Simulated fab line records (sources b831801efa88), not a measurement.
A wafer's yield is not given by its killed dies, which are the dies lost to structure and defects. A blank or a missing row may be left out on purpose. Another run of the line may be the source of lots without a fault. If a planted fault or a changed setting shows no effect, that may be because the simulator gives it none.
2 desks, one fault ; flow sky130 ; numbers are kept per desk, each desk with only its own; the story behind them comes last

## THE METROLOGY DESK
What the gauges read for every lot (on any tool): the sampled wafers with a number, averaged. Marked OUT: a lot whose mean sits more than 4 standard deviations from the usual mean, which makes it out of limits; the brackets give that distance.
Columns: A = VIA2_W_RS at SKY_VIA2_RS_MEAS_22, usual 0.274 ohm/sq; B = METAL3_OVL at SKY_METAL3_OVL_MEAS_14, usual 0 nm
lot;first seen here;A;B
L642;day 36 18:41;0.274;3
L643;day 37 02:45;0.274;-1
L644;day 37 10:23;0.275;5
L645;day 37 17:59;0.276;-5
L647;day 38 18:10;0.270;4
L649;day 38 21:04;0.275;-4
L655;day 40 16:14;0.271;-
L656;day 40 22:40;0.274;-
L657;day 41 10:12;0.277;-
L658;day 41 13:14;0.270;-12
L660;day 42 12:10;0.275;-2
L661;day 42 13:28;0.272;-2
L662;day 42 15:46;0.273;-1
L663;day 42 21:12;0.277;3
L664;day 43 11:25;0.271;-1
This desk's finding: nothing out of limits on any of the 15 lots.

## TOOL OWNER'S DESK, iline-stepper-01
The tool's own readings at SKY_CAPM_EXPOSE_09 (exposes mask CAPM, target cd 1000 nm): means of the sampled wafers that have a number, for each lot that ran on this tool. Marked OUT: a lot whose mean sits more than 4 standard deviations from the usual mean, which makes it out of limits; the brackets give that distance.
Columns: A = exposure-dose-mJ-cm2 at SKY_CAPM_EXPOSE_09, usual 159.02; B = focus-offset-nm at SKY_CAPM_EXPOSE_09, usual -0.1 nm
lot;first seen here;A;B
L643;day 37 17:58;159.15;-0.4
L658;day 42 02:05;159.03;-0.0
L660;day 43 01:00;159.11;0.0
L661;day 43 02:01;159.16;0.1
L662;day 43 04:09;159.04;-0.5
L664;day 44 00:40;158.99;0.5
This desk's finding: nothing out of limits on any of the 6 lots.

## PUT TOGETHER
At the metrology desk, nothing out of limits was observed.
Nothing out of limits was seen by the tool owner's desk.

## WHAT WAS PUT IN BY THE SIMULATOR
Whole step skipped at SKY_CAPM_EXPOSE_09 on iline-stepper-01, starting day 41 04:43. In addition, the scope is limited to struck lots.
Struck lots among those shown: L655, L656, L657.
